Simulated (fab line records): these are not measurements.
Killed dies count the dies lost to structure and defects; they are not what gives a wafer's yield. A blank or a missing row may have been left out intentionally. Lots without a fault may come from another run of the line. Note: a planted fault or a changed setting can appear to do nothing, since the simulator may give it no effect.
8D (eight disciplines) problem report, filled in by code || flow sfqLine || the parts of the form that need people (team, actions taken, sign-off) are left out

== 1. WHAT IS WRONG ==
At SFQ_TRILAYER_M4_ETCH_METAL_ETCH_096, rfFwdPowerW averages 502.9 W over 6 wafers from 2 lots, while fault-free wafers read 597.1 W, standard deviation 1.9. Measured from the usual mean, that is -50 standard deviations.
The step: etches Nb in Cl2/Ar, stops on SiO2, target depth 240 nm, time 120 s.
Seen first at day 39 11:44 on rieMetal-03, wafer L512.1. The record has a number at this step for 42 wafers belonging to 14 lots. Rule for "out", or "out of limits": more than 4 standard deviations from the usual mean. The other wafers with a number count as sound.

== 2. WHAT IT IS AND WHAT IT IS NOT ==
{"question": "which readings at this step", "is": "rfFwdPowerW", "is not": "drypumpMotorCurrentA, heBacksideLeakSccm, oesProductAu"}
{"question": "which lots", "is": "L512, L513", "is not": "L496, L497, L498, L499, L500, L501, L505, L506, L507, L508, L509, L519"}
{"question": "which wafers of those lots", "is": "all that have a number", "is not": "-"}
{"question": "read on which tools", "is": "rieMetal-03", "is not": "rieMetal-02, rieMetal-04"}
{"question": "when", "is": "from day 39 11:44", "is not": "up to then (33 sound wafers); but 3 sound wafers of L519 came after"}

== 3. WHAT RULES OUT EACH SUSPECT ==
Counting: a tool at a process step up to the reading stays a suspect if it ran every lot that is out and no sound lot after the first of them.
- rieDiel-02 at SFQ_TRILAYER_I1_VIA_BARC_OPEN_VIA_ETCH_071 (etches BARC in O2, target depth 125 nm, time 41.7 s): kept. It ran every lot that is out, first L512 (day 20 12:43), and no sound lot after that; its last sound lot up to then is L507 (day 18 20:22).
- rieMetal-03 at SFQ_TRILAYER_M4_ETCH_METAL_ETCH_096 (etches Nb in Cl2/Ar, stops on SiO2, target depth 240 nm, time 120 s): kept. It ran every lot that is out, first L512 (day 39 11:44), and no sound lot after that; its last sound lot up to then is L509 (day 38 15:32). Its own readings are out on those wafers: rfFwdPowerW.
Remaining after the count are rieDiel-02 at SFQ_TRILAYER_I1_VIA_BARC_OPEN_VIA_ETCH_071 and rieMetal-03 at SFQ_TRILAYER_M4_ETCH_METAL_ETCH_096.

== 4. THE CAUSE (what the simulator had put in) ==
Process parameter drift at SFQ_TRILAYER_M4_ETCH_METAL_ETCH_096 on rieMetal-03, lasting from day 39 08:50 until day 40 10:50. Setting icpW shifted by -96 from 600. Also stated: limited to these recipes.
This tool is one of the 2 suspects left after counting.

== 5. SEQUENCE OF EFFECTS, ordered by route ==
Each row: a reading where the mean over the struck wafers with a number is more than 3 standard deviations away from the usual. Only readings whose record carries a usual standard deviation are examined. hours: median over the lots of the time between each lot's start at the first step of this table that gives one and its start at this step. sigmas: the change, counted in usual standard deviations.
{"hours": 0, "step": "SFQ_TRILAYER_M4_ETCH_METAL_ETCH_096", "reading": "rfFwdPowerW", "usual": "597.1 W", "on struck wafers": 502.9, "change": -94.2, "sigmas": -50}
The process steps in it:
- SFQ_TRILAYER_M4_ETCH_METAL_ETCH_096: etches Nb in Cl2/Ar, stops on SiO2, target depth 240 nm, time 120 s.

== 6. WHAT WOULD HAVE CAUGHT IT SOONER ==
In this record the first reading out of limits was taken at day 39 11:44, 3 hours after the fault began at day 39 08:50.
